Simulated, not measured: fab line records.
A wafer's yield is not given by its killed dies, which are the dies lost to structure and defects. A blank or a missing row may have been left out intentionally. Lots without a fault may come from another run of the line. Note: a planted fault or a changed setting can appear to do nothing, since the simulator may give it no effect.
The same fault as seen by 2 desks | flow sky130 | only its own numbers are on each desk; what lay behind them is given at the end

FOR THE TOOL OWNER'S DESK: pvdSputter-02
The tool's own readings at SKY_METAL1_SPUTTER_02 (material AlCu, target thk 250 nm, time 13.3 s): means of the sampled wafers that have a number, for each lot that ran on this tool. A lot is out of limits, marked OUT, if its mean lies more than 4 standard deviations from the usual mean; the brackets give that distance.
Columns: A = cathodeDcPowerW at SKY_METAL1_SPUTTER_02, usual 10600 W; B = throttleValvePct at SKY_METAL1_SPUTTER_02, usual 30.1 %
lot  | first seen here | A     | B
L471 | day 34 16:49    | 10600 | 29.9
L478 | day 36 17:02    | 10601 | 30.4
L477 | day 36 20:23    | 10600 | 29.5
L482 | day 37 16:19    | 10602 | 28.3
Result from this desk: across the 4 lots, nothing is out of limits.

METROLOGY DESK
Means of the sampled wafers that have a number, per lot and without regard to the tool the lot ran on: this is what the gauges read. A lot is out of limits, marked OUT, if its mean lies more than 4 standard deviations from the usual mean; the brackets give that distance.
Columns: A = GATE_OXIDE_TW at SKY_GATE_OXIDE_TW_MEAS_14, usual 223.0; B = RES_XHIGH_RS at SKY_SD_N_RS_MEAS_18, usual 333.1 ohm/sq; C = METAL1_ALCU_RS at SKY_METAL1_RS_MEAS_05, usual 0.1275 ohm/sq; D = METAL1_ALCU_THK at SKY_METAL1_THK_MEAS_06, usual 250 nm
lot  | first seen here | A     | B     | C                 | D
L466 | day 15 09:22    | 225.5 | 333.0 | 0.1266            | 253
L471 | day 16 13:41    | 219.1 | 331.8 | 0.1269            | 250
L472 | day 16 17:49    | 225.3 | 334.7 | 0.1280            | 248
L473 | day 17 11:11    | 223.0 | 332.3 | 0.1266            | 253
L474 | day 17 17:50    | 226.4 | 332.0 | 0.1269            | 251
L478 | day 19 01:59    | 226.2 | 334.6 | 0.1290            | 246
L477 | day 19 02:16    | 223.4 | 333.1 | 0.1274            | 250
L480 | day 20 00:56    | 225.9 | 332.6 | 0.1295            | 247
L482 | day 20 09:11    | 220.1 | 332.8 | 0.1386 (+5.3) OUT | 230 (-4.9) OUT
L486 | day 21 19:28    | 222.5 | 335.1 | 0.1246            | 255
L488 | day 22 14:57    | 222.0 | 335.6 | 0.1282            | 249
Per this desk, out of limits: L482; the first was L482, day 37 16:24 (METAL1_ALCU_RS at SKY_METAL1_RS_MEAS_05). Within limits: L466, L471, L472, L473, L474, L478, L477, L480, L486, L488.

PUT TOGETHER
Metrology desk: alarm possible at day 37 16:24 on L482.
Nothing out of limits was seen by the tool owner's desk.
Tool owner's desk: L482 on record, inside its limits.
Of the lots named, all ran SKY_METAL1_SPUTTER_02 on pvdSputter-02.

WHAT WAS PUT IN BY THE SIMULATOR
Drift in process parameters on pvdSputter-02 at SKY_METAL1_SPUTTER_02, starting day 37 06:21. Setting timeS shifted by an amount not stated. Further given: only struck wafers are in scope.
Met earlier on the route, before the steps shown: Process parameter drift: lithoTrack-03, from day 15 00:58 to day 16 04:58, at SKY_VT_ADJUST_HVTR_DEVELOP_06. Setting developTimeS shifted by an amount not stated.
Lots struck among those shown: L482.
Delay in hours, fault start to first out-of-limits reading, per desk: metrology desk 10.
